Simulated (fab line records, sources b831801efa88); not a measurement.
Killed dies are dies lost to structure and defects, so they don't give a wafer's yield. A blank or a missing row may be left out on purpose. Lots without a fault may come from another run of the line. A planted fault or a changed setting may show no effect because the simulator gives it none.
fab line records | flow gf180mcu
record lots=5 wafers=15 last_day=34
route steps=602 shown STI@8 DNWELL@32 NWELL@42
lots that met no fault: from a run of the same line without faults
start_h: hours from the record's first day to the start of the lot's first wafer shown | wait_h: hours since the lot's step before | " the same as in the row above | L1.1+2: a row that stands for several wafers | - no value, or no start given | * or withheld: withheld | < > ~ a bound
route shown NAME@n: a module of which the file shows steps, and the number in the route of the first | usual: mean/standard deviation of fault-free wafers | same: alike in all rows | chamber/n: place in a boat | sites: the reading at each site | _std_site: their standard deviation | _edge_site: outer sites' mean less inner sites' | radius_mm: how far each site lies from the wafer's centre | mask NAME#n: copy n | behind: the tool/chamber that last shaped the wafer | hold: why the lot was held/for how many hours/how that ended | device: the transistor (n, p or np) that didn't switch | end of line: the same wafers' tests at the end of the route | a step without rows: its recipe alone | killed: dies lost to structure and defects at the first sort, not the wafer's yield | map: a wafer's dies, x killed, . not, _ none there
set.NAME: the setting as run; set.NAME@STEP: as run at that earlier step | model.NAME: the simulator's own value behind a step, which no gauge read
lots at some steps of the route; a table a step, a row a wafer
services: from which hour (start_h, from the record's first day; less than 0 if before it) a tool's chamber was out of use, for how many hours, and why
## steps
# step GF_STI_COAT_07
# recipe resist=KrF spin_rpm=withheld resist_thk_nm=700
# columns lot.wafer tool chamber start_h wait_h
L076.1+3+5 litho_track-04 0 28.53 0.1
L082.2+4+6 litho_track-02 0 59.35 0.1
L086.2+3+6 litho_track-03 0 80.51 0.1
L087.1+2+3 litho_track-03 0 85.39 0.1
L095.1+2+3 litho_track-04 0 126.23 0.1
# step GF_STI_SOFTBAKE_08
# recipe temp_c=130 time_s=60 resist=KrF
# columns lot.wafer tool chamber start_h wait_h
L076.1+3+5 litho_track-04 0 28.68 0.1
L082.2+4+6 litho_track-02 0 59.50 0.1
L086.2+3+6 litho_track-03 0 80.66 0.1
L087.1+2+3 litho_track-03 0 85.54 0.1
L095.1+2+3 litho_track-04 0 126.38 0.1
# step GF_STI_EXPOSE_09
# recipe mask_id=COMP target_cd_nm=220 na=0.68 source_shape=conventional sigma_outer=0.6 dose_mj=28
# columns lot.wafer tool chamber start_h wait_h mask
L076.1+3+5 krf_scanner-01 0 - - COMP#0
L082.2+4+6 krf_scanner-02 0 - - COMP#0
L086.2+3+6 krf_scanner-02 0 - - COMP#0
L087.1+2+3 krf_scanner-01 0 - - COMP#0
L095.1+2+3 krf_scanner-02 0 - - COMP#0
# step GF_STI_PEB_10
# recipe peb_temp_c=135 peb_time_s=90 resist=KrF
# columns lot.wafer tool chamber start_h wait_h
L076.1+3+5 litho_track-04 0 - -
L082.2+4+6 litho_track-03 0 - -
L086.2+3+6 litho_track-04 0 - -
L087.1+2+3 litho_track-04 0 - -
L095.1+2+3 litho_track-04 0 - -
# step GF_STI_DEVELOP_11
# recipe develop_time_s=60 dev_temp_c=21
# columns lot.wafer tool chamber start_h wait_h
L076.1+3+5 litho_track-04 0 34.88 0.2
L082.2+4+6 litho_track-03 0 65.81 0.2
L086.2+3+6 litho_track-04 0 86.76 0.2
L087.1+2+3 litho_track-04 0 92.28 0.2
L095.1+2+3 litho_track-04 0 133.83 0.2
# step GF_STI_CD_MEAS_12
# recipe target_cd_nm=220
# usual cd_nm=220.4/1.4
# columns lot.wafer tool chamber start_h wait_h cd_nm
L076.1 cd_sem-01 - 35.03 0.1 219.9
L076.3 " - " " 220.3
L076.5 " - " " 220.0
L082.2 cd_sem-02 - 65.96 0.1 219.9
L082.4 " - " " 219.5
L082.6 " - " " 219.3
L086.2 cd_sem-02 - 86.90 0.1 222.2
L086.3 " - " " 223.0
L086.6 " - " " 223.2
L087.1 cd_sem-02 - 92.43 0.1 222.1
L087.2 " - " " 221.8
L087.3 " - " " 222.1
L095.1 cd_sem-02 - 133.98 0.1 219.5
L095.2 " - " " 219.8
L095.3 " - " " 217.9
# step GF_STI_ETCH_13
# recipe chemistry=CHF3/O2 stop_on=Si over_etch_frac=0.3 target_depth_a=2823.1 source_w=600 bias_w=200 pressure_mtorr=40 chf3_flow_sccm=50 O2_flow_sccm=5 time_s=112.9
# usual bias_w=200.0/0.6 drypump_motor_current_A=5.7/0.52 oes_product_au=0.833/0.0077 throttle_valve_pct=8.811/0.0092
# same over_etch_frac=0.3
# columns lot.wafer tool chamber start_h wait_h bias_w drypump_motor_current_A oes_product_au rf_hours_counter_h throttle_valve_pct
L076.1 rie_diel-04 0 35.15 0.1 199.4 6.1 0.822 37 8.807
L076.3 " 3 " " 200.6 4.7 0.815 1 8.805
L076.5 " 0 " " 200.4 6.1 0.823 - 8.802
L082.2 rie_diel-03 2 66.06 0.1 199.6 5.2 0.825 66 8.801
L082.4 " 3 " " 200.1 6.0 0.822 21 8.815
L082.6 " 0 " " 200.2 5.6 0.829 - 8.793
L086.2 rie_diel-03 3 87.00 0.1 200.4 6.0 0.823 22 8.816
L086.3 " 0 " " 199.0 5.6 0.827 39 8.809
L086.6 " 1 " " 200.5 6.2 0.821 - 8.798
L087.1 rie_diel-04 3 92.55 0.1 199.6 4.8 0.842 2 8.814
L087.2 " 1 " " 199.7 5.5 0.845 47 8.814
L087.3 " 2 " " 199.7 6.5 0.846 166 8.820
L095.1 rie_diel-01 0 134.10 0.1 199.8 6.2 0.836 137 8.819
L095.2 " 2 " " 200.1 6.2 0.834 3 8.807
L095.3 " 3 " " 201.3 5.6 0.827 58 8.808
# step GF_STI_ETCH_14
# recipe target=Si chemistry=HBr/Cl2/O2 target_depth_nm=360 icp_w=600 bias_w=150 pressure_mtorr=15 HBr_flow_sccm=150 Cl2_flow_sccm=40 O2_flow_sccm=6 time_s=102.9
# usual bias_w=150.0/0.41 drypump_motor_current_A=5.8/0.55 oes_product_au=1.003/0.0093 throttle_valve_pct=25.656/0.012
# columns lot.wafer tool chamber start_h wait_h bias_w drypump_motor_current_A oes_product_au rf_hours_counter_h throttle_valve_pct
L076.1 rie_si-02 0 35.23 0.0 149.5 6.1 0.999 127 25.667
L076.3 " 1 " " 149.6 5.8 1.000 95 25.658
L076.5 " 0 " " 149.9 6.1 0.996 - 25.665
L082.2 rie_si-01 2 66.14 0.0 149.6 6.4 0.989 61 25.682
L082.4 " 0 " " 149.7 5.1 0.992 110 25.658
L082.6 " 3 " " 149.7 5.1 0.991 - 25.645
L086.2 rie_si-02 1 87.08 0.0 150.1 5.8 0.995 95 25.664
L086.3 " 3 " " 150.3 6.7 1.009 140 25.663
L086.6 " 2 " " 149.6 5.6 1.016 - 25.651
L087.1 rie_si-02 0 92.63 0.0 150.6 6.1 1.002 128 25.646
L087.2 " 3 " " 150.3 6.7 1.003 140 25.632
L087.3 " 2 " " 149.9 5.6 1.022 4 25.647
L095.1 rie_si-02 2 134.18 0.0 150.4 5.6 1.006 4 25.656
L095.2 " 0 " " 149.1 6.1 0.998 128 25.655
L095.3 " 1 " " 149.7 5.8 0.995 96 25.658
# step GF_STI_STRIP_15
# recipe chemistry=O2/N2 power_w=1400 pressure_mtorr=1500 platen_temp_c=250 o2_flow_sccm=3000 n2_flow_sccm=300 overash_fraction=0.5
# usual drypump_motor_current_A=5.47/0.23 heater_power_w=330/31 oes_product_au=0.384/0.0043 platen_temp_c=250.03/0.17 strip_time_to_endpoint_s=3.72/0.043
# columns lot.wafer tool chamber start_h wait_h drypump_motor_current_A heater_power_w oes_product_au platen_temp_c rf_hours_counter_h strip_time_to_endpoint_s
L076.1 plasma_asher-03 0 35.31 0.0 5.22 367 0.382 250.27 36 3.74
L076.3 " 0 " " 5.24 355 0.385 249.99 - 3.73
L076.5 " 0 " " 5.23 351 0.380 250.34 - 3.73
L082.2 plasma_asher-03 0 66.21 0.0 5.21 353 0.376 249.72 40 3.66
L082.4 " 1 " " 5.59 304 0.388 250.16 - 3.77
L082.6 " 1 " " 5.60 311 0.381 249.81 - 3.74
L086.2 plasma_asher-03 1 87.16 0.0 5.58 318 0.384 249.78 42 3.73
L086.3 " 1 " " 5.59 306 0.385 249.63 - 3.72
L086.6 " 0 " " 5.21 357 0.391 250.14 - 3.72
L087.1 plasma_asher-02 1 92.71 0.0 5.35 310 0.386 250.09 45 3.73
L087.2 " 0 " " 5.43 357 0.384 250.06 45 3.73
L087.3 " 0 " " 5.45 359 0.388 249.94 - 3.70
L095.1 plasma_asher-01 0 134.26 0.0 5.30 371 0.385 250.07 32 3.79
L095.2 " 1 " " 5.84 292 0.377 249.72 32 3.78
L095.3 " 1 " " 5.85 286 0.385 250.12 - 3.78
# step GF_STI_CLEAN_16
# recipe chemistry=dHF time_s=25 dilution=100:1
# columns lot.wafer tool chamber start_h wait_h
L076.1+3+5 wet_bench-03 0 35.41 0.1
L082.2+4+6 wet_bench-03 2 66.31 0.1
L086.2+3+6 wet_bench-03 0 87.26 0.1
L087.1+2+3 wet_bench-02 2 92.81 0.1
L095.1+2+3 wet_bench-04 3 134.36 0.1
# step GF_STI_WET_ETCH_17
# recipe chemistry=H3PO4 target_depth_nm=45 temp_c=160 target=Si3N4 time_s=514
# usual temp_c=160.02/0.14
# columns lot.wafer tool chamber start_h wait_h temp_c
L076.1 wet_bench-02 1 35.43 0.0 159.87
L076.3 " 1 " " 160.11
L076.5 " 1 " " 159.92
L082.2 wet_bench-02 2 66.34 0.0 160.01
L082.4 " 2 " " 160.15
L082.6 " 2 " " 160.10
L086.2 wet_bench-04 0 87.27 0.0 160.18
L086.3 " 0 " " 159.99
L086.6 " 0 " " 160.13
L087.1 wet_bench-03 3 92.82 0.0 160.07
L087.2 " 3 " " 160.29
L087.3 " 3 " " 160.12
L095.1 wet_bench-02 2 134.37 0.0 160.12
L095.2 " 2 " " 160.20
L095.3 " 2 " " 160.00
# step GF_STI_CLEAN_18
# recipe chemistry=SC1/SC2 mix=1:4:20 temp_c=70 time_s=150
# usual temp_c=70.01/0.13
# columns lot.wafer tool chamber start_h wait_h temp_c
L076.1 wet_bench-04 0 35.73 0.0 70.06
L076.3 " 0 " " 70.09
L076.5 " 0 " " 70.08
L082.2 wet_bench-04 3 66.49 0.0 70.08
L082.4 " 3 " " 69.89
L082.6 " 3 " " 69.96
L086.2 wet_bench-02 2 87.42 0.0 70.07
L086.3 " 2 " " 70.04
L086.6 " 2 " " 70.05
L087.1 wet_bench-04 1 92.97 0.0 69.79
L087.2 " 1 " " 69.95
L087.3 " 1 " " 70.07
L095.1 wet_bench-04 3 134.52 0.0 69.89
L095.2 " 3 " " 69.92
L095.3 " 3 " " 69.93
# step GF_STI_CLEAN_19
# recipe chemistry=dHF time_s=20 dilution=100:1
# columns lot.wafer tool chamber start_h wait_h
L076.1+3+5 wet_bench-03 2 35.78 0.0
L082.2+4+6 wet_bench-03 0 66.54 0.0
L086.2+3+6 wet_bench-03 3 87.48 0.0
L087.1+2+3 wet_bench-02 2 93.02 0.0
L095.1+2+3 wet_bench-03 3 134.57 0.0
# step GF_STI_WET_ETCH_20
# recipe chemistry=dHF dilution=100:1 target_depth_nm=20 temp_c=25 dry=ipa_marangoni target=SiO2 time_s=400
# usual temp_c=25.00/0.11
# columns lot.wafer tool chamber start_h wait_h temp_c
L076.1 wet_bench-02 0 35.80 0.0 24.96
L076.3 " 0 " " 25.15
L076.5 " 0 " " 25.10
L082.2 wet_bench-02 1 66.57 0.0 24.94
L082.4 " 1 " " 24.97
L082.6 " 1 " " 25.11
L086.2 wet_bench-04 1 87.50 0.0 25.06
L086.3 " 1 " " 24.98
L086.6 " 1 " " 24.97
L087.1 wet_bench-03 2 93.04 0.0 25.02
L087.2 " 2 " " 25.07
L087.3 " 2 " " 25.05
L095.1 wet_bench-02 2 134.59 0.0 25.18
L095.2 " 2 " " 25.07
L095.3 " 2 " " 25.06
# step GF_STI_OXIDATION_21
# recipe temp_c=1000 ambient=O2 stabilise_s=600 purge_s=300 target_thk_a=150 ox_time_s=458
# columns lot.wafer tool chamber start_h wait_h
L076.1+3+5 furnace-01 0 36.53 0.5
L082.2+4+6 furnace-01 0 67.05 0.4
L086.2+3+6 furnace-02 0 88.61 1.0
L087.1+2+3 furnace-01 0 93.16 0.0
L095.1+2+3 furnace-02 0 134.71 0.0
# step GF_STI_THK_MEAS_22
# recipe reads=SiO2_of_STI_OXIDATION_21
# usual STI_OXIDATION_01_THK=15.01/0.24
# columns lot.wafer tool chamber start_h wait_h STI_OXIDATION_01_THK[nm]
L076.1 film_metro-04 - 37.66 0.0 15.35
L076.3 " - " " 15.33
L076.5 " - " " 15.28
L082.2 film_metro-04 - 68.19 0.0 14.87
L082.4 " - " " 14.65
L082.6 " - " " 15.06
L086.2 film_metro-02 - 89.75 0.0 15.09
L086.3 " - " " 15.63
L086.6 " - " " 15.36
L087.1 film_metro-01 - 94.28 0.0 15.02
L087.2 " - " " 14.84
L087.3 " - " " 14.97
L095.1 film_metro-02 - 135.83 0.0 15.08
L095.2 " - " " 15.15
L095.3 " - " " 15.01
# step GF_STI_CVD_23
# recipe material=SiO2 target_thk_nm=650 sigma_open_frac=0.3 time_s=108.3 temp_c=600 sih4_flow_sccm=60 pressure_mtorr=6
# columns lot.wafer tool chamber start_h wait_h
L076.1+3+5 hdpcvd-02 2,0,2 37.72 0.1
L082.2+4+6 hdpcvd-02 1,0,2 68.24 0.0
L086.2+3+6 hdpcvd-02 1,2,1 89.80 0.0
L087.1+2+3 hdpcvd-01 0,1,2 94.34 0.1
L095.1+2+3 hdpcvd-01 1,2,0 135.89 0.1
# step GF_STI_THK_MEAS_24
# recipe reads=SiO2_of_STI_CVD_23
# usual STI_CVD_23_THK=648/7.7
# columns lot.wafer tool chamber start_h wait_h STI_CVD_23_THK[nm]
L076.1 film_metro-04 - 37.80 0.0 649
L076.3 " - " " 652
L076.5 " - " " 656
L082.2 film_metro-02 - 68.33 0.0 643
L082.4 " - " " 650
L082.6 " - " " 653
L086.2 film_metro-04 - 89.88 0.0 641
L086.3 " - " " 649
L086.6 " - " " 642
L087.1 film_metro-04 - 94.42 0.0 637
L087.2 " - " " 631
L087.3 " - " " 636
L095.1 film_metro-04 - 135.97 0.0 638
L095.2 " - " " 640
L095.3 " - " " 643
# step GF_STI_CMP_25
# recipe stop_on=Si3N4 t_overpolish_s=33 down_force_psi=4 platen_rpm=60 target_thk_nm=524.6 pad_velocity_m_s=0.94248
# usual motor_current_A=12.2/1.1 overpolish_run_s=33.001/0.0096 slurry_filter_dp_kPa=13.49/0.13 time_to_endpoint_s=124/5.4
# columns lot.wafer tool chamber start_h wait_h motor_current_A overpolish_run_s slurry_filter_dp_kPa time_to_endpoint_s
L076.1 cmp-01 2 37.97 0.2 12.2 33.001 13.59 132
L076.3 " 0 " " 12.9 32.986 13.53 129
L076.5 " 2 " " 12.3 32.978 13.63 133
L082.4 cmp-02 1 68.38 0.0 12.8 33.009 13.51 123
L082.2 " 2 " " 13.1 32.996 13.27 120
L082.6 " 2 " " 12.8 32.998 13.47 120
L086.3 cmp-02 1 89.98 0.1 13.1 32.997 13.08 124
L086.2 " 3 " " 12.3 33.013 13.52 127
L086.6 " 1 " " 13.0 33.005 13.60 126
L087.1 cmp-02 3 94.48 0.1 12.4 33.005 13.56 128
L087.2 " 0 " " 12.9 33.017 13.27 119
L087.3 " 2 " " 13.2 33.013 13.71 122
L095.1 cmp-02 2 136.03 0.1 13.1 32.995 13.65 119
L095.2 " 3 " " 12.0 32.988 13.53 127
L095.3 " 1 " " 13.4 33.010 13.36 122
# step GF_STI_WET_ETCH_26
# recipe chemistry=dHF target_depth_nm=94 target=SiO2 temp_c=25 dilution=10:1 time_s=188
# usual temp_c=25.00/0.11
# columns lot.wafer tool chamber start_h wait_h temp_c
L076.1 wet_bench-04 0 38.22 0.2 24.70
L076.3 " 0 " " 24.97
L076.5 " 0 " " 25.13
L082.2 wet_bench-04 0 68.68 0.2 24.92
L082.4 " 0 " " 25.13
L082.6 " 0 " " 24.90
L086.2 wet_bench-04 0 90.23 0.1 25.08
L086.3 " 0 " " 25.00
L086.6 " 0 " " 25.05
L087.1 wet_bench-03 2 94.78 0.2 25.01
L087.2 " 2 " " 25.02
L087.3 " 2 " " 25.13
L095.1 wet_bench-02 2 136.33 0.2 24.95
L095.2 " 2 " " 24.94
L095.3 " 2 " " 24.79
# step GF_STI_WET_ETCH_27
# recipe chemistry=H3PO4 target_depth_nm=160 target=Si3N4 temp_c=160 time_s=1825
# usual temp_c=160.01/0.15
# columns lot.wafer tool chamber start_h wait_h temp_c
L076.1 wet_bench-04 3 38.28 0.0 159.96
L076.3 " 3 " " 160.18
L076.5 " 3 " " 160.00
L082.2 wet_bench-03 0 68.74 0.0 159.92
L082.4 " 0 " " 159.75
L082.6 " 0 " " 159.82
L086.2 wet_bench-02 3 90.29 0.0 160.02
L086.3 " 3 " " 160.17
L086.6 " 3 " " 159.85
L087.1 wet_bench-04 2 94.84 0.0 159.90
L087.2 " 2 " " 159.84
L087.3 " 2 " " 159.70
L095.1 wet_bench-04 1 136.39 0.0 159.83
L095.2 " 1 " " 160.11
L095.3 " 1 " " 159.67
# step GF_STI_WET_ETCH_28
# recipe chemistry=dHF target_depth_nm=20 dry=ipa_marangoni target=SiO2 temp_c=25 dilution=10:1 time_s=40
# usual temp_c=24.98/0.1
# columns lot.wafer tool chamber start_h wait_h temp_c
L076.1 wet_bench-02 2 38.80 0.0 24.98
L076.3 " 2 " " 25.28
L076.5 " 2 " " 25.07
L082.2 wet_bench-02 1 69.25 0.0 24.69
L082.4 " 1 " " 24.82
L082.6 " 1 " " 24.77
L086.2 wet_bench-03 1 90.86 0.0 25.12
L086.3 " 1 " " 25.17
L086.6 " 1 " " 25.03
L087.1 wet_bench-02 2 95.36 0.0 24.99
L087.2 " 2 " " 25.02
L087.3 " 2 " " 25.00
L095.1 wet_bench-04 2 136.91 0.0 25.01
L095.2 " 2 " " 25.11
L095.3 " 2 " " 25.06
# step GF_STI_OXIDATION_29
# recipe temp_c=900 ambient=O2 stabilise_s=600 purge_s=300 target_thk_a=100 ox_time_s=1418
# columns lot.wafer tool chamber start_h wait_h
L076.1+3+5 furnace-02 0 38.84 0.0
L082.2+4+6 furnace-02 0 69.46 0.2
L086.2+3+6 furnace-02 0 91.51 0.6
L087.1+2+3 furnace-01 0 95.38 0.0
L095.1+2+3 furnace-02 0 136.93 0.0
# step GF_STI_THK_MEAS_30
# recipe reads=SiO2_of_STI_OXIDATION_29
# usual STI_OXIDATION_02_THK=9.99/0.16
# columns lot.wafer tool chamber start_h wait_h STI_OXIDATION_02_THK[nm]
L076.1 film_metro-04 - 40.23 0.0 9.60
L076.3 " - " " 9.75
L076.5 " - " " 9.83
L082.2 film_metro-04 - 70.94 0.1 9.96
L082.4 " - " " 9.99
L082.6 " - " " 9.89
L086.2 film_metro-02 - 92.92 0.0 10.05
L086.3 " - " " 10.03
L086.6 " - " " 10.27
L087.1 film_metro-02 - 96.77 0.0 10.00
L087.2 " - " " 10.03
L087.3 " - " " 10.07
L095.1 film_metro-02 - 138.32 0.0 9.90
L095.2 " - " " 10.20
L095.3 " - " " 9.82
# step GF_DNWELL_DEHYDRATE_00
# recipe temp_c=200 time_s=60
# columns lot.wafer tool chamber start_h wait_h
L076.1+3+5 litho_track-02 0 45.77 5.5
L082.2+4+6 litho_track-02 0 77.10 6.1
L086.2+3+6 litho_track-01 0 99.15 6.2
L087.1+2+3 litho_track-03 0 103.09 6.3
L095.1+2+3 litho_track-01 0 145.67 7.3
# step GF_DNWELL_HMDS_01
# recipe prime_time_s=60 prime_temp_c=120
# columns lot.wafer tool chamber start_h wait_h
L076.1+3+5 litho_track-02 0 45.92 0.1
L082.2+4+6 litho_track-02 0 77.25 0.1
L086.2+3+6 litho_track-01 0 99.30 0.1
L087.1+2+3 litho_track-03 0 103.24 0.1
L095.1+2+3 litho_track-01 0 145.82 0.1
# step GF_DNWELL_COAT_02
# recipe spin_rpm=2000 resist_thk_nm=3000
# columns lot.wafer tool chamber start_h wait_h
L076.1+3+5 litho_track-02 0 46.07 0.1
L082.2+4+6 litho_track-02 0 77.40 0.1
L086.2+3+6 litho_track-01 0 99.45 0.1
L087.1+2+3 litho_track-03 0 103.39 0.1
L095.1+2+3 litho_track-01 0 145.97 0.1
# step GF_DNWELL_SOFTBAKE_03
# recipe temp_c=110 time_s=withheld
# columns lot.wafer tool chamber start_h wait_h
L076.1+3+5 litho_track-02 0 46.22 0.1
L082.2+4+6 litho_track-02 0 77.56 0.1
L086.2+3+6 litho_track-01 0 99.61 0.1
L087.1+2+3 litho_track-03 0 103.54 0.1
L095.1+2+3 litho_track-01 0 146.12 0.1
# step GF_DNWELL_EXPOSE_04
# recipe mask_id=DNWELL target_cd_nm=1700 na=0.6 source_shape=conventional sigma_outer=0.6 dose_mj=260
# columns lot.wafer tool chamber start_h wait_h mask
L076.1+3+5 iline_stepper-02 0 - - DNWELL#0
L082.2+4+6 iline_stepper-02 0 - - DNWELL#0
L086.2+3+6 iline_stepper-01 0 - - DNWELL#0
L087.1+2+3 iline_stepper-01 0 - - DNWELL#0
L095.1+2+3 iline_stepper-02 0 - - DNWELL#0
# step GF_DNWELL_PEB_05
# recipe temp_c=115 time_s=withheld
# columns lot.wafer tool chamber start_h wait_h
L076.1+3+5 litho_track-03 0 - -
L082.2+4+6 litho_track-03 0 - -
L086.2+3+6 litho_track-03 0 - -
L087.1+2+3 litho_track-02 0 - -
L095.1+2+3 litho_track-01 0 - -
# step GF_DNWELL_DEVELOP_06
# recipe wall_angle_deg=90 develop_time_s=60 dev_temp_c=23
# columns lot.wafer tool chamber start_h wait_h
L076.1+3+5 litho_track-03 0 - -
L082.2+4+6 litho_track-03 0 - -
L086.2+3+6 litho_track-03 0 - -
L087.1+2+3 litho_track-02 0 - -
L095.1+2+3 litho_track-01 0 - -
# step GF_DNWELL_IMPLANT_07
# recipe species=P energy_kev=1500 dose_cm2=1e+13 tilt_deg=0
# usual faraday_current_uA=56.5/1.1
# columns lot.wafer tool chamber start_h wait_h faraday_current_uA
L076.1 implanter-02 0 52.84 - 55.8
L076.3 " 0 " " 57.3
L076.5 " 0 " " 58.2
L082.2 implanter-02 0 84.46 - 57.1
L082.4 " 0 " " 56.8
L082.6 " 0 " " 57.2
L086.2 implanter-02 0 107.06 - 57.1
L086.3 " 0 " " 57.8
L086.6 " 0 " " 56.9
L087.1 implanter-02 0 111.22 - 56.6
L087.2 " 0 " " 56.2
L087.3 " 0 " " 55.5
L095.1 implanter-02 0 153.97 - 56.9
L095.2 " 0 " " 57.2
L095.3 " 0 " " 56.8
# step GF_DNWELL_STRIP_08
# recipe chemistry=O2/N2 power_w=1400 pressure_mtorr=1500 platen_temp_c=250 o2_flow_sccm=3000 n2_flow_sccm=300 overash_fraction=0.5
# usual drypump_motor_current_A=5.43/0.15 heater_power_w=325/26 oes_product_au=0.722/0.004 platen_temp_c=249.97/0.18 strip_time_to_endpoint_s=36.96/0.095
# columns lot.wafer tool chamber start_h wait_h drypump_motor_current_A heater_power_w oes_product_au platen_temp_c rf_hours_counter_h strip_time_to_endpoint_s
L076.1 plasma_asher-02 0 52.99 0.1 5.47 343 0.718 250.07 41 36.96
L076.3 " 1 " " 5.35 314 0.722 249.97 - 37.04
L076.5 " 0 " " 5.45 351 0.729 250.23 - 37.09
L082.2 plasma_asher-02 0 84.59 0.1 5.43 354 0.720 249.49 45 37.11
L082.4 " 0 " " 5.45 343 0.720 250.00 - 37.04
L082.6 " 0 " " 5.47 343 0.723 249.85 - 37.12
L086.2 plasma_asher-03 0 107.19 0.1 5.21 352 0.723 249.92 44 37.13
L086.3 " 1 " " 5.59 307 0.725 250.35 - 37.10
L086.6 " 0 " " 5.20 357 0.717 249.88 - 37.06
L087.1 plasma_asher-03 0 111.37 0.1 5.21 355 0.728 250.35 44 36.87
L087.2 " 1 " " 5.56 318 0.724 249.85 44 36.86
L087.3 " 1 " " 5.56 311 0.723 249.84 - 36.84
L095.1 plasma_asher-03 1 154.12 0.1 5.57 314 0.721 249.95 49 36.93
L095.2 " 0 " " 5.21 356 0.726 249.94 49 37.00
L095.3 " 0 " " 5.20 354 0.721 249.73 - 36.92
# step GF_DNWELL_TW_MEAS_09
# usual DNWELL_TW=1350/16
# columns lot.wafer tool chamber start_h wait_h DNWELL_TW
L076.1 film_metro-03 - 53.09 0.1 1335
L076.3 " - " " 1338
L076.5 " - " " 1336
L082.2 film_metro-02 - 84.70 0.1 1362
L082.4 " - " " 1370
L082.6 " - " " 1370
L086.2 film_metro-01 - 107.30 0.1 1364
L086.3 " - " " 1362
L086.6 " - " " 1362
L087.1 film_metro-02 - 111.47 0.1 1332
L087.2 " - " " 1338
L087.3 " - " " 1332
L095.1 film_metro-01 - 154.22 0.1 1366
L095.2 " - " " 1373
L095.3 " - " " 1374
# step GF_NWELL_DEHYDRATE_00
# recipe temp_c=200 time_s=60
# columns lot.wafer tool chamber start_h wait_h
L076.1+3+5 litho_track-02 0 58.37 5.3
L082.2+4+6 litho_track-04 0 90.51 5.8
L086.2+3+6 litho_track-01 0 113.90 6.6
L087.1+2+3 litho_track-02 0 117.87 6.4
L095.1+2+3 litho_track-04 0 160.98 6.7
# step GF_NWELL_HMDS_01
# recipe prime_time_s=60 prime_temp_c=120
# columns lot.wafer tool chamber start_h wait_h
L076.1+3+5 litho_track-02 0 58.52 0.1
L082.2+4+6 litho_track-04 0 90.66 0.1
L086.2+3+6 litho_track-01 0 114.05 0.1
L087.1+2+3 litho_track-02 0 118.02 0.1
L095.1+2+3 litho_track-04 0 161.13 0.1
# step GF_NWELL_COAT_02
# recipe spin_rpm=2000 resist_thk_nm=3000
# columns lot.wafer tool chamber start_h wait_h
L076.1+3+5 litho_track-02 0 58.67 0.1
L082.2+4+6 litho_track-04 0 90.81 0.1
L086.2+3+6 litho_track-01 0 114.20 0.1
L087.1+2+3 litho_track-02 0 118.17 0.1
L095.1+2+3 litho_track-04 0 161.28 0.1
# step GF_NWELL_SOFTBAKE_03
# recipe temp_c=110 time_s=withheld
# columns lot.wafer tool chamber start_h wait_h
L076.1+3+5 litho_track-02 0 58.82 0.1
L082.2+4+6 litho_track-04 0 90.97 0.1
L086.2+3+6 litho_track-01 0 114.36 0.1
L087.1+2+3 litho_track-02 0 118.32 0.1
L095.1+2+3 litho_track-04 0 161.43 0.1
# step GF_NWELL_EXPOSE_04
# recipe mask_id=Nwell target_cd_nm=860 na=0.6 source_shape=conventional sigma_outer=0.6 dose_mj=260
# columns lot.wafer tool chamber start_h wait_h mask
L076.1+3+5 iline_stepper-02 0 - - Nwell#0
L082.2+4+6 iline_stepper-02 0 - - Nwell#0
L086.2+3+6 iline_stepper-01 0 - - Nwell#0
L087.1+2+3 iline_stepper-02 0 - - Nwell#0
L095.1+2+3 iline_stepper-02 0 - - Nwell#0
# step GF_NWELL_PEB_05
# recipe temp_c=115 time_s=withheld
# columns lot.wafer tool chamber start_h wait_h
L076.1+3+5 litho_track-02 0 - -
L082.2+4+6 litho_track-04 0 - -
L086.2+3+6 litho_track-04 0 - -
L087.1+2+3 litho_track-01 0 - -
L095.1+2+3 litho_track-02 0 - -
# step GF_NWELL_DEVELOP_06
# recipe wall_angle_deg=90 develop_time_s=60 dev_temp_c=23
# columns lot.wafer tool chamber start_h wait_h
L076.1+3+5 litho_track-02 0 - -
L082.2+4+6 litho_track-04 0 - -
L086.2+3+6 litho_track-04 0 - -
L087.1+2+3 litho_track-01 0 - -
L095.1+2+3 litho_track-02 0 - -
# step GF_NWELL_OVL_MEAS_07
# usual NWELL_OVL=0.3/1.5
# columns lot.wafer tool chamber start_h wait_h NWELL_OVL[nm]
L076.1 overlay-01 - 65.62 - 1.4
L076.3 " - " " 1.1
L076.5 " - " " -0.4
L082.2 overlay-01 - 97.89 - 0.3
L082.4 " - " " -1.3
L082.6 " - " " -0.4
L086.2 overlay-02 - 121.79 - 0.0
L086.3 " - " " -1.6
L086.6 " - " " -1.9
L087.1 overlay-01 - 126.12 - 2.2
L087.2 " - " " 1.1
L087.3 " - " " 1.2
L095.1 overlay-02 - 169.67 - -0.3
L095.2 " - " " -2.2
L095.3 " - " " -1.6
# step GF_NWELL_IMPLANT_08
# recipe species=P energy_kev=450 dose_cm2=1.5e+13 tilt_deg=0
# usual faraday_current_uA=84.6/1.7
# columns lot.wafer tool chamber start_h wait_h faraday_current_uA
L076.1 implanter-03 0 65.66 0.0 84.8
L076.3 " 0 " " 83.5
L076.5 " 0 " " 84.1
L082.2 implanter-01 0 97.94 0.0 84.0
L082.4 " 0 " " 85.9
L082.6 " 0 " " 85.1
L086.2 implanter-04 0 121.84 0.0 84.0
L086.3 " 0 " " 86.6
L086.6 " 0 " " 81.7
L087.1 implanter-03 0 126.16 0.0 86.6
L087.2 " 0 " " 82.9
L087.3 " 0 " " 82.9
L095.1 implanter-01 0 169.71 0.0 86.7
L095.2 " 0 " " 84.4
L095.3 " 0 " " 85.8
## services
# columns tool chamber start_h hours kind
plasma_asher-03 - 13.12 4.7 repair
cmp-02 - 20.70 3.9 repair
implanter-01 - 31.31 9.1 repair
hdpcvd-01 - 32.71 2.8 pm
hdpcvd-02 2 33.41 2.0 repair
krf_scanner-01 - 33.67 1.3 pm
implanter-02 - 35.42 5.7 repair
iline_stepper-02 - 37.74 2.1 pm
implanter-03 - 39.30 16.4 repair
krf_scanner-01 - 39.83 0.8 pm
implanter-03 - 55.67 5.2 pm
krf_scanner-02 - 56.23 0.8 pm
krf_scanner-02 - 71.00 1.3 pm
furnace-02 - 77.28 2.6 pm
wet_bench-03 - 100.43 2.2 repair
cmp-02 - 111.74 4.0 repair
furnace-02 - 118.25 3.6 pm
iline_stepper-02 - 128.89 2.1 repair
hdpcvd-02 - 130.60 0.8 pm
implanter-02 - 133.53 1.0 repair
cmp-02 - 137.23 0.4 repair
implanter-02 - 142.52 1.1 repair
furnace-01 - 149.08 2.9 pm
krf_scanner-02 - 158.70 1.0 pm
## key
fault none
